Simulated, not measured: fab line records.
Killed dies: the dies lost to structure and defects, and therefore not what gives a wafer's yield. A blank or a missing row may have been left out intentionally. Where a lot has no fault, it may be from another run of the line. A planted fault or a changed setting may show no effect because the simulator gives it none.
Which tool is to blame? -- flow gf180mcu -- Sampling: 12 lots, 36 wafers, 4 of 602 route steps

WHAT THE GAUGES READ, wafer by wafer
GF_STI_THK_MEAS_04. Usual: STI_CVD_03_THK typically reads 205.8 nm, with standard deviation 1.6.
lot,measured,on,STI_CVD_03_THK (nm),flag
L522,day 1 18:34,film-metro-01,209.3 207.4 208.2,
L524,day 2 04:34,film-metro-03,206.2 205.9 205.4,
L525,day 2 10:59,film-metro-03,203.9 204.9 206.0,
L527,day 2 19:42,film-metro-01,204.0 205.6 204.7,
L533,day 4 01:34,film-metro-01,203.8 205.3 205.0,
L535,day 4 11:34,film-metro-03,204.1 205.4 203.7,
L536,day 4 16:34,film-metro-04,204.6 206.0 207.2,
L537,day 4 21:34,film-metro-03,204.2 204.3 205.3,
L539,day 5 07:40,film-metro-04,207.2 208.1 208.5,
L540,day 5 15:10,film-metro-03,205.7 206.4 207.1,
L542,day 5 22:41,film-metro-01,206.3 205.0 206.1,
L543,day 6 04:02,film-metro-03,207.0 207.4 208.1,

GF_PSD_RS_MEAS_14: the measuring method here is four-point-probe. Usual: NSD_RS typically reads 46.14 ohm/sq, with standard deviation 0.089.
lot,measured,on,NSD_RS (ohm/sq),flag
L522,day 14 14:18,film-metro-02,46.21 46.25 46.29,
L524,day 15 03:53,film-metro-01,39.95 39.96 40.05,OFF
L525,day 16 00:39,film-metro-01,39.95 40.06 39.98,OFF
L527,day 16 14:14,film-metro-01,39.85 39.90 39.93,OFF
L533,day 19 11:52,film-metro-04,46.08 46.04 45.97,
L535,day 19 19:20,film-metro-02,46.20 46.24 46.24,
L536,day 19 19:35,film-metro-01,46.03 46.03 46.10,
L537,day 20 10:09,film-metro-02,46.35 46.32 46.31,
L539,day 20 16:28,film-metro-04,46.09 46.19 45.96,
L540,day 21 02:30,film-metro-02,46.23 46.01 46.20,
L542,day 21 18:09,film-metro-02,46.17 46.19 46.20,
L543,day 22 07:08,film-metro-01,46.14 46.05 46.18,

GF_PSD_RS_MEAS_15: the measuring method here is four-point-probe. Usual: PSD_RS typically reads 108.62 ohm/sq, with standard deviation 0.29.
lot,measured,on,PSD_RS (ohm/sq),flag
L522,day 14 14:25,film-metro-02,108.68 108.99 109.07,
L524,day 15 04:01,film-metro-01,91.19 90.79 91.17,OFF
L525,day 16 00:46,film-metro-01,90.96 90.91 90.70,OFF
L527,day 16 14:21,film-metro-01,90.70 91.10 90.79,OFF
L533,day 19 11:59,film-metro-04,107.91 108.00 108.09,
L535,day 19 19:28,film-metro-02,108.70 109.03 108.51,
L536,day 19 19:43,film-metro-01,108.14 108.19 108.41,
L537,day 20 10:16,film-metro-02,108.93 109.29 109.03,
L539,day 20 16:35,film-metro-04,108.53 108.64 108.18,
L540,day 21 02:37,film-metro-02,108.76 109.15 109.28,
L542,day 21 18:16,film-metro-02,108.73 108.66 108.33,
L543,day 22 07:15,film-metro-01,108.76 108.76 108.60,

WHICH TOOL RAN EACH LOT (tool, then ch and the chambers of the sampled wafers, then the start)
lot,GF_PSD_RTA_13
L522,"rtp-anneal-01 ch 0, day 14 14:13"
L524,"rtp-anneal-01 ch 0, day 15 03:49"
L525,"rtp-anneal-01 ch 0, day 16 00:34"
L527,"rtp-anneal-01 ch 0, day 16 14:08"
L533,"rtp-anneal-01 ch 0, day 19 11:41"
L535,"rtp-anneal-01 ch 0, day 19 19:16"
L536,"rtp-anneal-02 ch 0, day 19 19:31"
L537,"rtp-anneal-01 ch 0, day 20 10:04"
L539,"rtp-anneal-01 ch 0, day 20 16:22"
L540,"rtp-anneal-02 ch 0, day 21 02:25"
L542,"rtp-anneal-01 ch 0, day 21 18:04"
L543,"rtp-anneal-02 ch 0, day 22 07:02"
- GF_PSD_RTA_13: time 20 s.

WHAT THE TOOLS THEMSELVES READ (means of the sampled wafers that have a number; where no wafer has one, the mark that the record gives instead)
GF_PSD_RTA_13. Usual: lamp-power-pct 34.7 %, standard deviation 1.9; wafer_temp_C_max 1028.1, standard deviation 0.68.
lot,tool,lamp-power-pct (%),wafer_temp_C_max,flag
L522,rtp-anneal-01,36.0,1027.4,
L524,rtp-anneal-01,40.1,1070.3,OFF
L525,rtp-anneal-01,40.1,1070.2,OFF
L527,rtp-anneal-01,40.2,1070.1,OFF
L533,rtp-anneal-01,36.0,1027.8,
L535,rtp-anneal-01,36.0,1028.7,
L536,rtp-anneal-02,32.0,1028.0,
L537,rtp-anneal-01,36.0,1028.5,
L539,rtp-anneal-01,36.0,1027.8,
L540,rtp-anneal-02,32.0,1028.3,
L542,rtp-anneal-01,36.0,1028.2,
L543,rtp-anneal-02,32.0,1028.2,

THE ANSWER, worked out from the rows above alone
Rule: a lot counts as off when the mean over its wafers that have a number is more than 3 standard deviations away from the usual mean. A lot without any number at a reading at which 4 lots or more have one is off too. Any other lot the step has rows for is counted as sound. After the gauges, taken in route order, come the tools' own readings; for these a lot's mean is taken, as printed above. The first step at which some lot is off is used, and at that step the reading that is off furthest; a lot without a number counts as furthest.
Off: L524, L525, L527, at GF_PSD_RS_MEAS_14 (NSD_RS).
A tool fits if, at a process step before that reading, it ran every lot that is off, and no sound lot after the first of them. Not tried: the gauges at GF_PSD_RS_MEAS_14; whatever is off there is also off at GF_PSD_RTA_13, on other tools, and gauge error can't account for it. None of those tried fits.

WHAT THE SIMULATOR PUT IN
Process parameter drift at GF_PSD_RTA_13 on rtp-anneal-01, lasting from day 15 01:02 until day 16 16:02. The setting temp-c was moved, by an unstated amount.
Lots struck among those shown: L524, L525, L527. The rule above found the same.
